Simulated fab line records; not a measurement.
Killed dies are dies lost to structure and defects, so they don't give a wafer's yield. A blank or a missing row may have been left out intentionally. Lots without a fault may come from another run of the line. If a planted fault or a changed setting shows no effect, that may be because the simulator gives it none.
fab line records	flow sky130
record: lots: 24	wafers: 72	lastDay: 50
route steps=708 shown VT_ADJUST_HVTP@93 SD_P@331 METAL2@501 CAPM@540 METAL3@566 VIA4@656
lots untouched by any fault: they come from a run of this same line in which no faults occurred
startH: hours from the record's opening day to when the first of the lot's shown wafers began	waitH: time in hours since the lot's previous step	" identical to the entry in the row above	L1.1+2: one row covering several wafers at once	- either no value or no given start	* or withheld: withheld	< > ~ a bound
route shown NAME@n: a module of which the file shows steps, and the number in the route of the first	usual: the fault-free wafers' mean and standard deviation	same: alike in all rows	chamber/n: place in a boat	sites: the reading at each site	_std_site: how widely they spread, as a standard deviation	_edge_site: inner sites' mean taken away from outer sites' mean	radiusMm: for every site, how far away it sits from the centre of the wafer	mask NAME#n: copy n	behind: the most recent tool/chamber to have shaped the wafer	hold: why the lot was held/for how many hours/how that ended	device: the n, p or np transistor that did not switch	end of line: the tests these same wafers got at the end of their route	a step with no rows: only its recipe	killed: not the wafer's yield, but the dies lost to structure and defects at the first sort	map: dies across one wafer; x = killed, . = not, _ = none there
set.NAME: the setting the step ran with; set.NAME@STEP: the setting that earlier step ran with	model.NAME: the simulator's own value behind a step, which no gauge read
the route's steps for a sample of lots (tables are steps, rows are wafers)
services: the hour from which a tool's chamber was out of use, counted from the record's first day as startH (under 0 if before that day), plus the number of hours and why
== steps ==
step: SKY_VT_ADJUST_HVTP_OVL_MEAS_08
usual: VT_ADJUST_HVTP_OVL: -0.1/1.4
lot.wafer	tool	chamber	startH	waitH	VT_ADJUST_HVTP_OVL[nm]
L074.2	overlay-01	-	117.89	0.1	-1.2
L074.3	"	-	"	"	-1.7
L074.4	"	-	"	"	0.1
L075.3	overlay-02	-	132.67	0.1	-1.7
L075.5	"	-	"	"	-0.4
L075.6	"	-	"	"	0.6
L076.2	overlay-01	-	134.71	0.1	0.7
L076.4	"	-	"	"	0.4
L076.6	"	-	"	"	2.3
L077.1	overlay-01	-	142.11	0.1	-2.1
L077.3	"	-	"	"	1.9
L077.5	"	-	"	"	0.3
L078.2	overlay-01	-	145.56	0.1	2.1
L078.4	"	-	"	"	0.0
L078.5	"	-	"	"	1.5
L080.1	overlay-01	-	161.88	0.1	2.1
L080.3	"	-	"	"	2.1
L080.5	"	-	"	"	1.0
L079.1	overlay-01	-	162.83	0.1	-0.7
L079.3	"	-	"	"	-2.3
L079.4	"	-	"	"	2.2
L081.1	overlay-01	-	169.86	0.1	1.1
L081.2	"	-	"	"	-2.4
L081.4	"	-	"	"	-0.7
L082.2	overlay-01	-	175.04	0.1	-1.7
L082.4	"	-	"	"	-2.0
L082.6	"	-	"	"	-2.4
L083.3	overlay-02	-	181.67	0.1	2.0
L083.4	"	-	"	"	1.5
L083.5	"	-	"	"	1.4
L084.3	overlay-02	-	185.20	0.1	0.6
L084.4	"	-	"	"	0.0
L084.5	"	-	"	"	0.6
L085.2	overlay-02	-	195.94	0.1	-1.9
L085.3	"	-	"	"	-1.7
L085.4	"	-	"	"	0.3
L086.4	overlay-01	-	199.58	0.1	0.1
L086.5	"	-	"	"	0.5
L086.6	"	-	"	"	0.6
L087.1	overlay-01	-	204.03	0.1	2.1
L087.4	"	-	"	"	2.4
L087.6	"	-	"	"	2.4
L088.1	overlay-02	-	207.73	0.1	-3.1
L088.3	"	-	"	"	-0.4
L088.4	"	-	"	"	-2.3
L089.1	overlay-01	-	216.28	0.1	-1.1
L089.4	"	-	"	"	0.4
L089.6	"	-	"	"	-0.1
L090.2	overlay-02	-	221.61	0.1	-1.0
L090.3	"	-	"	"	0.9
L090.6	"	-	"	"	1.2
L091.2	overlay-01	-	228.64	0.1	-1.7
L091.3	"	-	"	"	-1.7
L091.5	"	-	"	"	-2.2
L092.2	overlay-01	-	234.04	0.1	-0.5
L092.4	"	-	"	"	-1.2
L092.5	"	-	"	"	0.0
L093.2	overlay-02	-	243.39	0.1	-1.4
L093.4	"	-	"	"	-0.2
L093.6	"	-	"	"	-0.2
L094.2	overlay-01	-	248.01	0.1	0.4
L094.3	"	-	"	"	-0.1
L094.6	"	-	"	"	0.5
L095.1	overlay-01	-	253.31	0.1	-0.2
L095.4	"	-	"	"	-0.1
L095.5	"	-	"	"	0.9
L096.1	overlay-02	-	257.36	0.1	-2.6
L096.3	"	-	"	"	-2.4
L096.4	"	-	"	"	-1.5
L097.2	overlay-01	-	265.44	0.1	1.5
L097.3	"	-	"	"	-0.4
L097.6	"	-	"	"	2.5
step: SKY_SD_P_TW_MEAS_11
usual: SD_P_TW: 2824/18
lot.wafer	tool	chamber	startH	waitH	SD_P_TW
L074.2	filmMetro-01	-	581.58	0.1	2836
L074.3	"	-	"	"	2817
L074.4	"	-	"	"	2829
L075.3	filmMetro-04	-	597.01	0.1	2821
L075.5	"	-	"	"	2806
L075.6	"	-	"	"	2811
L076.2	filmMetro-02	-	600.70	0.1	2826
L076.4	"	-	"	"	2831
L076.6	"	-	"	"	2833
L077.1	filmMetro-04	-	615.84	0.1	2807
L077.3	"	-	"	"	2811
L077.5	"	-	"	"	2822
L078.2	filmMetro-04	-	620.82	0.1	2796
L078.4	"	-	"	"	2818
L078.5	"	-	"	"	2808
L080.1	filmMetro-04	-	638.47	0.1	2810
L080.3	"	-	"	"	2809
L080.5	"	-	"	"	2808
L079.1	filmMetro-04	-	646.17	0.1	2800
L079.3	"	-	"	"	2808
L079.4	"	-	"	"	2800
L081.1	filmMetro-04	-	654.17	0.1	2801
L081.2	"	-	"	"	2833
L081.4	"	-	"	"	2806
L082.2	filmMetro-02	-	659.35	0.1	2854
L082.4	"	-	"	"	2846
L082.6	"	-	"	"	2832
L083.3	filmMetro-04	-	669.24	0.1	2821
L083.4	"	-	"	"	2810
L083.5	"	-	"	"	2810
L084.3	filmMetro-02	-	676.99	0.1	2826
L084.4	"	-	"	"	2843
L084.5	"	-	"	"	2815
L085.2	filmMetro-04	-	680.53	0.1	2796
L085.3	"	-	"	"	2795
L085.4	"	-	"	"	2793
L086.4	filmMetro-01	-	691.45	0.1	2816
L086.5	"	-	"	"	2828
L086.6	"	-	"	"	2823
L087.1	filmMetro-02	-	697.27	0.1	2854
L087.4	"	-	"	"	2849
L087.6	"	-	"	"	2841
L088.1	filmMetro-02	-	709.22	0.1	2863
L088.3	"	-	"	"	2843
L088.4	"	-	"	"	2858
L089.1	filmMetro-02	-	714.02	0.1	2853
L089.4	"	-	"	"	2845
L089.6	"	-	"	"	2845
L090.2	filmMetro-02	-	721.65	0.1	2833
L090.3	"	-	"	"	2840
L090.6	"	-	"	"	2851
L091.2	filmMetro-04	-	730.98	0.1	2808
L091.3	"	-	"	"	2816
L091.5	"	-	"	"	2830
L092.2	filmMetro-04	-	738.93	0.1	2806
L092.4	"	-	"	"	2817
L092.5	"	-	"	"	2811
L093.2	filmMetro-02	-	745.48	0.1	2837
L093.4	"	-	"	"	2835
L093.6	"	-	"	"	2828
L094.2	filmMetro-04	-	759.38	0.1	2820
L094.3	"	-	"	"	2816
L094.6	"	-	"	"	2820
L095.1	filmMetro-04	-	762.12	0.1	2800
L095.4	"	-	"	"	2804
L095.5	"	-	"	"	2812
L096.1	filmMetro-04	-	765.22	0.1	2809
L096.3	"	-	"	"	2811
L096.4	"	-	"	"	2814
L097.2	filmMetro-02	-	770.88	0.1	2825
L097.3	"	-	"	"	2839
L097.6	"	-	"	"	2825
step: SKY_METAL2_ETCH_18
recipe: chemistry: N2/H2	target: BARC	ionEnergyEv: 200	biasW: 100	pressureMtorr: 30	n2FlowSccm: 100	h2FlowSccm: 200	icpW: 500	stopOn: SiO2	timeS: 45.9	targetDepthA: 600
usual: drypumpMotorCurrentA: 5.47/0.21	n2FlowSccm: 100.0/0.32	oesProductAu: 0.853/0.0045	throttleValvePct: 13.226/0.008
same: timeS: 45.9
lot.wafer	tool	chamber	startH	waitH	drypumpMotorCurrentA	n2FlowSccm	oesProductAu	rfHoursCounterH	throttleValvePct
L074.2	rieMetal-03	0	813.85	0.0	5.64	100.4	0.862	2	13.229
L074.3	"	1	"	"	5.64	100.1	0.848	-	13.218
L074.4	"	0	"	"	5.64	99.9	0.856	-	13.230
L075.3	rieMetal-01	0	827.45	0.0	5.12	100.0	0.863	-	13.208
L075.5	"	0	"	"	5.13	99.7	0.848	-	13.228
L075.6	"	1	"	"	5.25	99.9	0.852	-	13.230
L076.2	rieMetal-03	1	831.20	0.0	5.61	99.8	0.846	6	13.239
L076.4	"	1	"	"	5.61	99.6	0.852	-	13.227
L076.6	"	0	"	"	5.65	100.3	0.859	-	13.229
L077.1	rieMetal-02	0	846.47	0.0	5.68	100.3	0.863	14	13.242
L077.3	"	0	"	"	5.70	100.2	0.860	-	13.222
L077.5	"	1	"	"	5.45	100.0	0.848	-	13.228
L078.2	rieMetal-03	0	851.43	0.1	5.62	99.7	0.856	-	13.225
L078.4	"	0	"	"	5.61	100.1	0.849	-	13.234
L078.5	"	0	"	"	5.62	99.5	0.854	-	13.231
L080.1	rieMetal-03	0	864.90	0.0	5.63	99.6	0.855	4	13.215
L080.3	"	1	"	"	5.64	99.6	0.852	-	13.222
L080.5	"	1	"	"	5.63	100.2	0.859	-	13.230
L079.1	rieMetal-03	1	875.80	0.0	5.57	100.0	0.852	8	13.228
L079.3	"	0	"	"	5.64	100.3	0.852	-	13.218
L079.4	"	1	"	"	5.65	100.0	0.852	-	13.209
L081.1	rieMetal-02	1	880.43	0.0	5.48	100.3	0.847	5	13.223
L081.2	"	0	"	"	5.74	99.8	0.848	15	13.229
L081.4	"	1	"	"	5.47	100.3	0.852	-	13.237
L082.2	rieMetal-01	1	885.60	0.1	5.26	99.7	0.850	-	13.224
L082.4	"	1	"	"	5.24	99.6	0.852	-	13.212
L082.6	"	1	"	"	5.25	100.0	0.855	-	13.210
L083.3	rieMetal-01	1	893.95	0.1	5.27	99.8	0.848	-	13.228
L083.4	"	1	"	"	5.24	99.8	0.854	-	13.229
L083.5	"	1	"	"	5.26	99.7	0.845	-	13.235
L084.3	rieMetal-01	1	900.62	0.0	5.26	100.3	0.857	-	13.232
L084.4	"	0	"	"	5.13	100.6	0.855	-	13.221
L084.5	"	1	"	"	5.25	100.2	0.851	-	13.242
L085.2	rieMetal-03	1	905.25	0.0	5.63	99.8	0.853	9	13.223
L085.3	"	0	"	"	5.65	99.9	0.849	-	13.219
L085.4	"	1	"	"	5.60	99.4	0.851	-	13.214
L086.4	rieMetal-03	1	912.27	0.0	5.60	100.3	0.853	-	13.238
L086.5	"	1	"	"	5.61	99.9	0.855	-	13.224
L086.6	"	0	"	"	5.63	99.5	0.855	-	13.232
L087.1	rieMetal-03	1	917.68	0.0	5.63	100.3	0.860	10	13.226
L087.4	"	1	"	"	5.63	100.5	0.853	-	13.219
L087.6	"	1	"	"	5.61	100.1	0.863	-	13.221
L088.1	rieMetal-01	0	928.58	0.1	5.13	100.1	0.856	2	13.229
L088.3	"	0	"	"	5.12	99.7	0.857	-	13.215
L088.4	"	0	"	"	5.13	100.5	0.860	-	13.221
L089.1	rieMetal-02	1	936.35	0.0	5.46	100.2	0.851	8	13.224
L089.4	"	1	"	"	5.46	100.3	0.855	-	13.230
L089.6	"	1	"	"	5.45	100.4	0.853	-	13.232
L090.2	rieMetal-01	1	942.60	0.0	5.25	99.7	0.853	11	13.243
L090.3	"	0	"	"	5.14	99.6	0.850	-	13.230
L090.6	"	0	"	"	5.14	98.7	0.852	-	13.217
L091.2	rieMetal-02	1	949.90	0.0	5.46	100.3	0.849	8	13.228
L091.3	"	1	"	"	5.45	99.9	0.859	-	13.223
L091.5	"	0	"	"	5.71	99.6	0.855	-	13.220
L092.2	rieMetal-03	0	957.13	0.0	5.62	99.8	0.854	9	13.223
L092.4	"	1	"	"	5.60	99.4	0.852	-	13.221
L092.5	"	0	"	"	5.64	99.8	0.855	-	13.237
L093.2	rieMetal-03	1	960.73	0.0	5.62	100.5	0.852	12	13.221
L093.4	"	0	"	"	5.62	99.9	0.857	-	13.232
L093.6	"	0	"	"	5.63	99.5	0.860	-	13.221
L094.2	rieMetal-02	1	975.83	0.0	5.45	99.7	0.851	10	13.229
L094.3	"	1	"	"	5.45	100.1	0.858	-	13.217
L094.6	"	0	"	"	5.70	99.8	0.858	-	13.238
L095.1	rieMetal-01	0	978.01	0.1	5.13	99.5	0.854	5	13.239
L095.4	"	0	"	"	5.13	99.4	0.849	-	13.234
L095.5	"	0	"	"	5.14	99.9	0.852	-	13.221
L096.1	rieMetal-02	1	979.30	0.0	5.45	99.9	0.848	10	13.236
L096.3	"	1	"	"	5.45	99.8	0.848	-	13.225
L096.4	"	0	"	"	5.69	100.5	0.849	-	13.223
L097.2	rieMetal-01	0	984.20	0.1	5.14	100.2	0.852	-	13.229
L097.3	"	0	"	"	5.14	100.4	0.855	-	13.205
L097.6	"	0	"	"	5.14	99.9	0.845	-	13.225
step: SKY_CAPM_RS_MEAS_03
recipe: thkMeasGauge: four-point-probe	reads: TiN_of_CAPM_SPUTTER_02
usual: CAPM_TIN_RS: 6.88/0.076
lot.wafer	tool	chamber	startH	waitH	CAPM_TIN_RS[ohm/sq]
L074.2	filmMetro-01	-	843.08	0.1	7.01
L074.3	"	-	"	"	6.92
L074.4	"	-	"	"	6.91
L075.3	filmMetro-04	-	857.26	0.1	6.75
L075.5	"	-	"	"	6.75
L075.6	"	-	"	"	6.80
L076.2	filmMetro-01	-	860.86	0.1	6.94
L076.4	"	-	"	"	6.80
L076.6	"	-	"	"	6.82
L077.1	filmMetro-04	-	875.32	0.1	6.80
L077.3	"	-	"	"	6.96
L077.5	"	-	"	"	6.99
L078.2	filmMetro-04	-	880.96	0.1	6.82
L078.4	"	-	"	"	6.84
L078.5	"	-	"	"	6.83
L080.1	filmMetro-04	-	892.86	0.1	6.86
L080.3	"	-	"	"	6.97
L080.5	"	-	"	"	6.82
L079.1	filmMetro-03	-	905.04	0.1	6.96
L079.3	"	-	"	"	6.87
L079.4	"	-	"	"	7.03
L081.1	filmMetro-01	-	910.38	0.1	6.84
L081.2	"	-	"	"	6.97
L081.4	"	-	"	"	7.06
L082.2	filmMetro-04	-	917.85	0.1	6.83
L082.4	"	-	"	"	6.80
L082.6	"	-	"	"	6.80
L083.3	filmMetro-01	-	922.17	0.1	6.90
L083.4	"	-	"	"	6.98
L083.5	"	-	"	"	6.82
L084.3	filmMetro-03	-	928.18	0.1	6.83
L084.4	"	-	"	"	6.79
L084.5	"	-	"	"	6.77
L085.2	filmMetro-04	-	933.28	0.1	6.91
L085.3	"	-	"	"	6.97
L085.4	"	-	"	"	7.01
L086.4	filmMetro-03	-	942.49	0.1	6.92
L086.5	"	-	"	"	6.92
L086.6	"	-	"	"	6.93
L087.1	filmMetro-01	-	945.79	0.1	6.86
L087.4	"	-	"	"	6.97
L087.6	"	-	"	"	6.84
L088.1	filmMetro-03	-	956.89	0.1	6.79
L088.3	"	-	"	"	6.81
L088.4	"	-	"	"	6.80
L089.1	filmMetro-03	-	963.65	0.1	6.95
L089.4	"	-	"	"	6.87
L089.6	"	-	"	"	6.79
L090.2	filmMetro-04	-	969.91	0.1	6.78
L090.3	"	-	"	"	6.83
L090.6	"	-	"	"	6.86
L091.2	filmMetro-04	-	977.36	0.1	6.88
L091.3	"	-	"	"	6.92
L091.5	"	-	"	"	6.93
L092.2	filmMetro-03	-	984.59	0.1	6.95
L092.4	"	-	"	"	6.87
L092.5	"	-	"	"	6.99
L093.2	filmMetro-03	-	988.17	0.1	6.93
L093.4	"	-	"	"	6.89
L093.6	"	-	"	"	6.91
L094.2	filmMetro-04	-	1003.27	0.1	7.02
L094.3	"	-	"	"	6.83
L094.6	"	-	"	"	6.90
L095.1	filmMetro-04	-	1005.23	0.1	6.84
L095.4	"	-	"	"	6.90
L095.5	"	-	"	"	6.86
L096.1	filmMetro-01	-	1006.02	0.1	6.93
L096.3	"	-	"	"	6.94
L096.4	"	-	"	"	6.85
L097.2	filmMetro-04	-	1010.79	0.1	6.72
L097.3	"	-	"	"	6.83
L097.6	"	-	"	"	6.84
step: SKY_METAL3_ETCH_16
recipe: chemistry: N2/H2	target: BARC	ionEnergyEv: 200	biasW: 100	pressureMtorr: 30	n2FlowSccm: 100	h2FlowSccm: 200	icpW: 500	stopOn: SiO2	timeS: 88.2	targetDepthA: 600
usual: drypumpMotorCurrentA: 5.70/0.26	n2FlowSccm: 99.95/0.29	oesProductAu: 0.626/0.0046	throttleValvePct: 13.206/0.0094
same: timeS: 88.2
lot.wafer	tool	chamber	startH	waitH	drypumpMotorCurrentA	n2FlowSccm	oesProductAu	rfHoursCounterH	throttleValvePct
L074.2	rieMetal-02	0	895.50	0.0	5.68	100.23	0.623	16	13.204
L074.3	"	1	"	"	5.47	100.16	0.628	-	13.208
L074.4	"	0	"	"	5.69	99.68	0.621	-	13.197
L075.3	rieMetal-03	1	909.66	0.0	5.60	99.79	0.631	-	13.210
L075.5	"	0	"	"	5.64	100.00	0.619	-	13.214
L075.6	"	1	"	"	5.61	99.68	0.625	-	13.200
L076.2	rieMetal-04	0	912.37	0.0	6.16	100.15	0.630	7	13.198
L076.4	"	1	"	"	5.45	100.22	0.622	-	13.200
L076.6	"	0	"	"	6.23	99.78	0.626	-	13.214
L077.1	rieMetal-03	0	926.68	0.0	5.64	100.01	0.629	7	13.199
L077.3	"	1	"	"	5.61	99.32	0.627	-	13.201
L077.5	"	0	"	"	5.63	99.93	0.624	-	13.225
L078.2	rieMetal-04	0	932.50	0.0	6.19	100.18	0.635	7	13.212
L078.4	"	0	"	"	6.19	100.21	0.622	-	13.198
L078.5	"	1	"	"	5.49	99.83	0.626	-	13.208
L080.1	rieMetal-04	0	943.73	0.0	6.19	100.16	0.632	8	13.213
L080.3	"	0	"	"	6.17	99.71	0.622	-	13.221
L080.5	"	1	"	"	5.46	99.83	0.626	-	13.195
L079.1	rieMetal-02	1	954.35	0.0	5.46	100.17	0.623	9	13.215
L079.3	"	0	"	"	5.72	99.80	0.625	-	13.206
L079.4	"	1	"	"	5.45	100.49	0.625	-	13.204
L081.1	rieMetal-04	1	959.55	0.0	5.49	99.76	0.623	19	13.192
L081.2	"	0	"	"	6.19	99.64	0.618	9	13.216
L081.4	"	0	"	"	6.19	99.84	0.631	-	13.209
L082.2	rieMetal-03	0	966.98	0.0	5.63	99.75	0.627	9	13.202
L082.4	"	1	"	"	5.63	100.50	0.629	-	13.207
L082.6	"	0	"	"	5.63	99.59	0.616	-	13.208
L083.3	rieMetal-02	1	970.73	0.0	5.45	100.23	0.625	-	13.209
L083.4	"	0	"	"	5.72	99.75	0.627	-	13.193
L083.5	"	0	"	"	5.71	100.06	0.628	-	13.204
L084.3	rieMetal-03	0	977.28	0.0	5.61	100.07	0.623	-	13.191
L084.4	"	1	"	"	5.63	100.00	0.618	-	13.196
L084.5	"	0	"	"	5.63	100.01	0.628	-	13.200
L085.2	rieMetal-02	0	982.45	0.0	5.68	100.22	0.629	20	13.200
L085.3	"	1	"	"	5.47	99.77	0.626	-	13.227
L085.4	"	0	"	"	5.70	100.78	0.620	-	13.215
L086.4	rieMetal-02	1	991.46	0.0	5.47	99.61	0.626	-	13.207
L086.5	"	0	"	"	5.67	99.78	0.625	-	13.211
L086.6	"	1	"	"	5.46	100.11	0.627	-	13.219
L087.1	rieMetal-03	1	994.83	0.0	5.62	99.98	0.623	13	13.209
L087.4	"	0	"	"	5.60	100.50	0.625	-	13.221
L087.6	"	0	"	"	5.61	100.51	0.624	-	13.207
L088.1	rieMetal-03	0	1005.15	0.0	5.65	99.88	0.628	11	13.206
L088.3	"	1	"	"	5.62	99.56	0.625	-	13.207
L088.4	"	0	"	"	5.64	100.04	0.617	-	13.208
L089.1	rieMetal-04	0	1012.45	0.0	6.16	99.96	0.617	12	13.216
L089.4	"	1	"	"	5.47	100.33	0.627	-	13.219
L089.6	"	0	"	"	6.17	99.62	0.626	-	13.203
L090.2	rieMetal-04	1	1017.75	0.0	5.47	99.96	0.622	22	13.187
L090.3	"	0	"	"	6.17	100.02	0.630	-	13.222
L090.6	"	1	"	"	5.46	99.75	0.627	-	13.199
L091.2	rieMetal-04	0	1025.09	0.1	6.17	99.43	0.626	-	13.205
L091.3	"	0	"	"	6.16	99.57	0.627	-	13.198
L091.5	"	0	"	"	6.17	99.03	0.626	-	13.202
L092.2	rieMetal-02	1	1031.41	0.1	5.45	100.07	0.621	-	13.192
L092.4	"	1	"	"	5.46	99.90	0.622	-	13.216
L092.5	"	1	"	"	5.46	99.99	0.636	-	13.220
L093.2	rieMetal-03	1	1035.38	0.0	5.58	99.57	0.637	16	13.208
L093.4	"	1	"	"	5.59	100.11	0.628	-	13.215
L093.6	"	1	"	"	5.57	100.16	0.615	-	13.210
L094.2	rieMetal-03	1	1048.77	0.0	5.64	100.14	0.627	17	13.186
L094.3	"	1	"	"	5.63	99.45	0.619	-	13.210
L094.6	"	0	"	"	5.62	100.20	0.628	-	13.197
L095.1	rieMetal-02	0	1051.30	0.0	5.72	99.75	0.633	0	13.189
L095.4	"	1	"	"	5.45	99.77	0.623	-	13.217
L095.5	"	1	"	"	5.45	99.92	0.622	-	13.189
L096.1	rieMetal-04	0	1051.98	0.1	6.20	99.80	0.629	15	13.206
L096.3	"	0	"	"	6.15	99.97	0.630	-	13.201
L096.4	"	0	"	"	6.19	99.57	0.624	-	13.211
L097.2	rieMetal-02	0	1056.80	0.0	5.68	100.23	0.625	1	13.193
L097.3	"	1	"	"	5.46	99.91	0.628	-	13.197
L097.6	"	1	"	"	5.45	100.32	0.623	-	13.220
step: SKY_VIA4_SPUTTER_17
recipe: material: TiN	targetThkNm: 20	chamberPressurePa: 5	powerW: 4000	timeS: 80
usual: throttleValvePct: 30.2/0.71
same: timeS: 80
lot.wafer	tool	chamber	startH	waitH	throttleValvePct
L074.2	pvdSputter-03	-	998.70	0.0	30.2
L074.3	"	-	"	"	29.8
L074.4	"	-	"	"	30.3
L075.3	pvdSputter-03	-	1011.37	0.0	31.2
L075.5	"	-	"	"	29.5
L075.6	"	-	"	"	30.5
L076.2	pvdSputter-03	-	1017.47	0.0	31.1
L076.4	"	-	"	"	30.4
L076.6	"	-	"	"	30.1
L077.1	pvdSputter-02	-	1027.36	0.0	30.4
L077.3	"	-	"	"	29.9
L077.5	"	-	"	"	28.5
L078.2	pvdSputter-04	-	1033.88	0.0	31.5
L078.4	"	-	"	"	30.1
L078.5	"	-	"	"	30.7
L080.1	pvdSputter-04	-	1043.90	0.0	31.4
L080.3	"	-	"	"	30.4
L080.5	"	-	"	"	30.0
L079.1	pvdSputter-04	-	1052.91	0.0	29.7
L079.3	"	-	"	"	30.6
L079.4	"	-	"	"	31.4
L081.1	pvdSputter-03	-	1059.41	0.0	30.0
L081.2	"	-	"	"	31.4
L081.4	"	-	"	"	30.3
L082.2	pvdSputter-04	-	1065.05	0.0	31.3
L082.4	"	-	"	"	30.1
L082.6	"	-	"	"	31.3
L083.3	pvdSputter-02	-	1067.76	0.0	28.4
L083.4	"	-	"	"	30.1
L083.5	"	-	"	"	29.9
L084.3	pvdSputter-04	-	1074.10	0.0	31.5
L084.4	"	-	"	"	29.8
L084.5	"	-	"	"	29.8
L085.2	pvdSputter-03	-	1078.86	0.0	30.5
L085.3	"	-	"	"	29.7
L085.4	"	-	"	"	30.3
L086.4	pvdSputter-02	-	1085.36	0.0	28.3
L086.5	"	-	"	"	29.9
L086.6	"	-	"	"	28.5
L087.1	pvdSputter-02	-	1088.26	0.0	30.2
L087.4	"	-	"	"	28.6
L087.6	"	-	"	"	28.6
L088.1	pvdSputter-02	-	1098.07	0.0	30.0
L088.3	"	-	"	"	29.9
L088.4	"	-	"	"	29.8
L089.1	pvdSputter-03	-	1105.06	0.0	31.5
L089.4	"	-	"	"	29.8
L089.6	"	-	"	"	30.2
L090.2	pvdSputter-03	-	1109.02	0.0	31.3
L090.3	"	-	"	"	30.3
L090.6	"	-	"	"	30.5
L091.2	pvdSputter-03	-	1115.52	0.0	29.9
L091.3	"	-	"	"	31.4
L091.5	"	-	"	"	29.9
L092.2	pvdSputter-04	-	1122.53	0.0	30.2
L092.4	"	-	"	"	30.6
L092.5	"	-	"	"	30.6
L093.2	pvdSputter-03	-	1125.66	0.0	29.8
L093.4	"	-	"	"	31.5
L093.6	"	-	"	"	31.4
L094.2	pvdSputter-02	-	1137.32	0.0	28.8
L094.3	"	-	"	"	30.0
L094.6	"	-	"	"	30.3
L095.1	pvdSputter-04	-	1137.62	0.0	30.1
L095.4	"	-	"	"	30.0
L095.5	"	-	"	"	29.9
L096.1	pvdSputter-04	-	1140.16	0.0	31.1
L096.3	"	-	"	"	29.8
L096.4	"	-	"	"	30.7
L097.2	pvdSputter-04	-	1142.94	0.0	30.4
L097.3	"	-	"	"	31.6
L097.6	"	-	"	"	30.3
== services ==
tool	chamber	startH	hours	kind
rieMetal-03	0	794.14	15.6	repair
pvdSputter-04	1	796.00	-	consumableReplace:kit
pvdSputter-04	1	796.00	18.0	scheduledDown
rieMetal-02	-	800.46	2.8	pm
rieMetal-04	0	839.96	4.4	repair
pvdSputter-02	-	840.35	2.9	repair
rieMetal-03	1	841.16	13.1	repair
pvdSputter-03	-	888.76	3.9	repair
rieMetal-01	1	925.51	7.2	repair
rieMetal-03	1	947.00	2.8	repair
rieMetal-01	1	971.59	47.0	repair
pvdSputter-04	-	988.66	1.4	repair
rieMetal-01	-	994.03	2.8	pm
rieMetal-01	0	1018.13	6.6	repair
rieMetal-02	0	1024.76	-	clean
rieMetal-02	0	1024.76	18.8	scheduledDown
rieMetal-02	0	1024.76	18.8	ventCycle
rieMetal-04	-	1028.83	5.8	repair
pvdSputter-02	-	1034.69	4.7	repair
pvdSputter-02	-	1054.41	2.0	repair
rieMetal-01	0	1059.14	10.0	repair
pvdSputter-04	-	1061.34	1.2	repair
pvdSputter-04	-	1079.67	4.5	repair
pvdSputter-02	-	1111.41	8.3	repair
== key ==
fault none
